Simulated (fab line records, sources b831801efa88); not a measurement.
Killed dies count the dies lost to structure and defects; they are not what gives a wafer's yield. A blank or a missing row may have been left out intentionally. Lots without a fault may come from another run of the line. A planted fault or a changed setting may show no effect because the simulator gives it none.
Which of the tools did it? :: flow sky130 :: 12 lots, 36 wafers sampled, at 5 steps of a route of 708

## WHAT THE GAUGES READ, wafer by wafer
SKY_NWELL_THK_MEAS_02.
lot: L333
measured: day 2 10:46
on: film_metro-02
NWELL_OXIDATION_THK (nm): 10.20 10.41 10.29

lot: L334
measured: day 2 15:59
on: film_metro-02
NWELL_OXIDATION_THK (nm): 10.39 10.34 10.46

lot: L336
measured: day 3 01:02
on: film_metro-03
NWELL_OXIDATION_THK (nm): 10.00 10.18 10.30

lot: L337
measured: day 3 06:50
on: film_metro-02
NWELL_OXIDATION_THK (nm): 9.94 10.07 9.93

lot: L339
measured: day 3 16:40
on: film_metro-01
NWELL_OXIDATION_THK (nm): 10.14 10.06 10.23

lot: L340
measured: day 3 22:17
on: film_metro-01
NWELL_OXIDATION_THK (nm): 10.09 10.12 10.17

lot: L343
measured: day 4 15:46
on: film_metro-01
NWELL_OXIDATION_THK (nm): 10.06 10.06 9.94

lot: L344
measured: day 4 22:16
on: film_metro-03
NWELL_OXIDATION_THK (nm): 10.19 10.24 10.24

lot: L345
measured: day 5 02:02
on: film_metro-01
NWELL_OXIDATION_THK (nm): 10.09 10.02 10.05

lot: L350
measured: day 6 03:40
on: film_metro-01
NWELL_OXIDATION_THK (nm): 9.54 9.73 9.80

lot: L351
measured: day 6 07:13
on: film_metro-01
NWELL_OXIDATION_THK (nm): 10.01 9.97 9.90

lot: L352
measured: day 6 13:02
on: film_metro-02
NWELL_OXIDATION_THK (nm): 9.80 9.85 9.77

SKY_NWELL_OVL_MEAS_23.
lot: L333
measured: day 5 02:14
on: overlay-01
NWELL_01_OVL (nm): -0.1 0.0 3.3

lot: L334
measured: day 5 10:13
on: overlay-01
NWELL_01_OVL (nm): 2.1 1.0 1.4

lot: L336
measured: day 5 19:49
on: overlay-02
NWELL_01_OVL (nm): 3.1 0.7 1.6

lot: L337
measured: day 6 03:03
on: overlay-01
NWELL_01_OVL (nm): -0.8 -0.8 -0.1

lot: L339
measured: day 6 13:52
on: overlay-01
NWELL_01_OVL (nm): -1.7 -1.0 -0.6

lot: L340
measured: day 6 19:33
on: overlay-02
NWELL_01_OVL (nm): 4.7 3.5 3.8

lot: L343
measured: day 7 14:51
on: overlay-01
NWELL_01_OVL (nm): 2.1 1.0 0.4

lot: L344
measured: day 7 22:55
on: overlay-01
NWELL_01_OVL (nm): -0.1 -3.4 -1.2

lot: L345
measured: day 8 04:35
on: overlay-01
NWELL_01_OVL (nm): -1.4 1.2 -0.4

lot: L350
measured: day 9 11:18
on: overlay-01
NWELL_01_OVL (nm): 3.2 0.2 2.8

lot: L351
measured: day 9 16:25
on: overlay-01
NWELL_01_OVL (nm): 3.7 1.9 2.5

lot: L352
measured: day 9 23:25
on: overlay-01
NWELL_01_OVL (nm): 0.0 0.1 -1.7

SKY_VT_ADJUST_LVTN_OVL_MEAS_07.
lot: L333
measured: day 6 14:33
on: overlay-01
VT_ADJUST_LVTN_OVL (nm): -1.0 -1.0 0.1

lot: L334
measured: day 6 23:10
on: overlay-01
VT_ADJUST_LVTN_OVL (nm): 0.7 1.9 -2.3

lot: L336
measured: day 7 09:36
on: overlay-01
VT_ADJUST_LVTN_OVL (nm): -1.0 0.6 0.6

lot: L337
measured: day 7 16:57
on: overlay-01
VT_ADJUST_LVTN_OVL (nm): -1.5 -0.3 -0.5

lot: L339
measured: day 8 06:07
on: overlay-02
VT_ADJUST_LVTN_OVL (nm): 1.1 -0.5 -2.0

lot: L340
measured: day 8 12:51
on: overlay-02
VT_ADJUST_LVTN_OVL (nm): 0.0 -1.4 0.8

lot: L343
measured: day 9 09:37
on: overlay-02
VT_ADJUST_LVTN_OVL (nm): 0.1 1.2 0.5

lot: L344
measured: day 9 17:25
on: overlay-02
VT_ADJUST_LVTN_OVL (nm): 0.4 1.8 1.7

lot: L345
measured: day 10 00:15
on: overlay-01
VT_ADJUST_LVTN_OVL (nm): 0.4 2.2 0.7

lot: L350
measured: day 11 09:27
on: overlay-01
VT_ADJUST_LVTN_OVL (nm): -1.0 -2.6 -0.8

lot: L351
measured: day 11 15:56
on: overlay-02
VT_ADJUST_LVTN_OVL (nm): 0.1 -0.2 0.0

lot: L352
measured: day 11 22:26
on: overlay-02
VT_ADJUST_LVTN_OVL (nm): -0.1 -0.3 0.3

## WHICH TOOL RAN EACH LOT (tool, then ch and the chambers of the sampled wafers, then the start)
lot: L333
SKY_FIELD_ISO_ETCH_14: rie_diel-01 ch 0,1,3, day 2 04:55
SKY_FIELD_ISO_STRIP_16: plasma_asher-03 ch 0,1, day 2 05:01

lot: L334
SKY_FIELD_ISO_ETCH_14: rie_diel-02 ch 2,3, day 2 09:38
SKY_FIELD_ISO_STRIP_16: plasma_asher-03 ch 0,1, day 2 09:44

lot: L336
SKY_FIELD_ISO_ETCH_14: rie_diel-02 ch 0,1,3, day 2 19:19
SKY_FIELD_ISO_STRIP_16: plasma_asher-02 ch 0,1, day 2 19:25

lot: L337
SKY_FIELD_ISO_ETCH_14: rie_diel-03 ch 0,2,3, day 3 01:04
SKY_FIELD_ISO_STRIP_16: plasma_asher-03 ch 0,1, day 3 01:10

lot: L339
SKY_FIELD_ISO_ETCH_14: rie_diel-02 ch 2,3, day 3 10:58
SKY_FIELD_ISO_STRIP_16: plasma_asher-04 ch 0,1, day 3 11:04

lot: L340
SKY_FIELD_ISO_ETCH_14: rie_diel-03 ch 0,1,3, day 3 16:16
SKY_FIELD_ISO_STRIP_16: plasma_asher-03 ch 0,1, day 3 16:22

lot: L343
SKY_FIELD_ISO_ETCH_14: rie_diel-03 ch 0,1,3, day 4 09:32
SKY_FIELD_ISO_STRIP_16: plasma_asher-04 ch 0,1, day 4 09:38

lot: L344
SKY_FIELD_ISO_ETCH_14: rie_diel-03 ch 2,3, day 4 15:38
SKY_FIELD_ISO_STRIP_16: plasma_asher-02 ch 0,1, day 4 15:46

lot: L345
SKY_FIELD_ISO_ETCH_14: rie_diel-01 ch 0,1,3, day 4 18:28
SKY_FIELD_ISO_STRIP_16: plasma_asher-04 ch 0,1, day 4 18:34

lot: L350
SKY_FIELD_ISO_ETCH_14: rie_diel-02 ch 0,2,3, day 5 20:16
SKY_FIELD_ISO_STRIP_16: plasma_asher-03 ch 0,1, day 5 20:22

lot: L351
SKY_FIELD_ISO_ETCH_14: rie_diel-02 ch 0,2, day 6 00:32
SKY_FIELD_ISO_STRIP_16: plasma_asher-02 ch 0,1, day 6 00:38

lot: L352
SKY_FIELD_ISO_ETCH_14: rie_diel-02 ch 2,3, day 6 06:02
SKY_FIELD_ISO_STRIP_16: plasma_asher-04 ch 0,1, day 6 06:08
- SKY_FIELD_ISO_ETCH_14: etches BARC in N2/H2, stops on SiO2, time 45.9 s, target depth 60 nm.
- SKY_FIELD_ISO_STRIP_16: strips in O2/N2.

## WHAT THE TOOLS THEMSELVES READ (means of the sampled wafers that have a number; where no wafer has one, the mark that the record gives instead)
SKY_FIELD_ISO_ETCH_14.
lot: L333
tool: rie_diel-01
drypump_motor_current_A (A): 5.8
oes_product_au (a.u.): 0.856
run_length_s (s): 74.4
throttle_valve_pct (%): 13.229

lot: L334
tool: rie_diel-02
drypump_motor_current_A (A): 5.8
oes_product_au (a.u.): 0.859
run_length_s (s): 73.8
throttle_valve_pct (%): 13.223

lot: L336
tool: rie_diel-02
drypump_motor_current_A (A): 5.8
oes_product_au (a.u.): 0.852
run_length_s (s): 74.3
throttle_valve_pct (%): 13.234

lot: L337
tool: rie_diel-03
drypump_motor_current_A (A): 5.8
oes_product_au (a.u.): 0.852
run_length_s (s): 73.7
throttle_valve_pct (%): 13.223

lot: L339
tool: rie_diel-02
drypump_motor_current_A (A): 5.8
oes_product_au (a.u.): 0.854
run_length_s (s): 73.7
throttle_valve_pct (%): 13.226

lot: L340
tool: rie_diel-03
drypump_motor_current_A (A): 5.9
oes_product_au (a.u.): 0.854
run_length_s (s): 73.9
throttle_valve_pct (%): 13.226

lot: L343
tool: rie_diel-03
drypump_motor_current_A (A): 6.0
oes_product_au (a.u.): 0.857
run_length_s (s): 73.9
throttle_valve_pct (%): 13.218

lot: L344
tool: rie_diel-03
drypump_motor_current_A (A): 5.9
oes_product_au (a.u.): 0.856
run_length_s (s): 74.1
throttle_valve_pct (%): 13.226

lot: L345
tool: rie_diel-01
drypump_motor_current_A (A): 5.8
oes_product_au (a.u.): 0.855
run_length_s (s): 74.6
throttle_valve_pct (%): 13.217

lot: L350
tool: rie_diel-02
drypump_motor_current_A (A): 6.1
oes_product_au (a.u.): 0.851
run_length_s (s): 73.7
throttle_valve_pct (%): 13.232

lot: L351
tool: rie_diel-02
drypump_motor_current_A (A): 6.2
oes_product_au (a.u.): 0.611
run_length_s (s): 121.4
throttle_valve_pct (%): 13.213

lot: L352
tool: rie_diel-02
drypump_motor_current_A (A): 5.8
oes_product_au (a.u.): 0.615
run_length_s (s): 120.9
throttle_valve_pct (%): 13.192

SKY_FIELD_ISO_STRIP_16.
lot: L333
tool: plasma_asher-03
drypump_motor_current_A (A): 5.49
oes_product_au (a.u.): 0.376
strip_time_to_endpoint_s (s): 3.52

lot: L334
tool: plasma_asher-03
drypump_motor_current_A (A): 5.48
oes_product_au (a.u.): 0.376
strip_time_to_endpoint_s (s): 3.54

lot: L336
tool: plasma_asher-02
drypump_motor_current_A (A): 5.32
oes_product_au (a.u.): 0.375
strip_time_to_endpoint_s (s): 3.58

lot: L337
tool: plasma_asher-03
drypump_motor_current_A (A): 5.63
oes_product_au (a.u.): 0.375
strip_time_to_endpoint_s (s): 3.52

lot: L339
tool: plasma_asher-04
drypump_motor_current_A (A): 5.97
oes_product_au (a.u.): 0.375
strip_time_to_endpoint_s (s): 3.54

lot: L340
tool: plasma_asher-03
drypump_motor_current_A (A): 5.50
oes_product_au (a.u.): 0.375
strip_time_to_endpoint_s (s): 3.56

lot: L343
tool: plasma_asher-04
drypump_motor_current_A (A): 5.96
oes_product_au (a.u.): 0.376
strip_time_to_endpoint_s (s): 3.57

lot: L344
tool: plasma_asher-02
drypump_motor_current_A (A): 5.36
oes_product_au (a.u.): 0.374
strip_time_to_endpoint_s (s): 3.55

lot: L345
tool: plasma_asher-04
drypump_motor_current_A (A): 5.96
oes_product_au (a.u.): 0.381
strip_time_to_endpoint_s (s): 3.56

lot: L350
tool: plasma_asher-03
drypump_motor_current_A (A): 5.63
oes_product_au (a.u.): 0.378
strip_time_to_endpoint_s (s): 3.54

lot: L351
tool: plasma_asher-02
drypump_motor_current_A (A): 5.36
oes_product_au (a.u.): 0.361
strip_time_to_endpoint_s (s): 3.06

lot: L352
tool: plasma_asher-04
drypump_motor_current_A (A): 5.96
oes_product_au (a.u.): 0.358
strip_time_to_endpoint_s (s): 3.08

## THE ANSWER, worked out from the rows above alone
Rule: the lots themselves supply what counts as usual. Put in order of their means at a reading, lots are off if they are a third of the lots or fewer, leave a main group of 4 or more, and stand apart from it by a gap of 3 or more times the standard deviation of the main group's means; of several such gaps the widest counts. Not used: any main group whose means are identical at the precision the tables above print for the reading. Also off: a lot with no number at a reading for which 4 or more lots have one. All remaining lots with rows at the step are treated as sound. After the gauges, taken in route order, come the tools' own readings; for these a lot's mean is taken, as printed above. The first step at which some lot is off is used, and at that step the reading that is off furthest; a lot without a number counts as furthest.
Off at SKY_FIELD_ISO_ETCH_14 (run_length_s): L351, L352. For the main group the mean is 74.0 s and the standard deviation 0.31.
A tool fits if, at that step or a process step before it, it ran every lot that is off, and no sound lot after the first of them. One candidate fits, namely rie_diel-02 at SKY_FIELD_ISO_ETCH_14. Its last sound lot is L350 (day 5 20:16), its first lot that is off L351 (day 6 00:32): a fault that began between those two fits.
The tool's own readings at SKY_FIELD_ISO_ETCH_14 bear it out: on the lots that are off they differ by more than 5 times the standard deviation of the sound lots' means. oes_product_au reads 0.613 a.u. there against 0.855 a.u. on the sound lots; run_length_s reads 121.2 s there against 74.0 s on the sound lots.

## WHAT WAS PUT IN BY THE SIMULATOR
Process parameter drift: rie_diel-02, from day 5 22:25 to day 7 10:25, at SKY_FIELD_ISO_ETCH_14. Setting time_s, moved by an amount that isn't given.
Lots struck among those shown: L351, L352. The rule above reached the same finding.
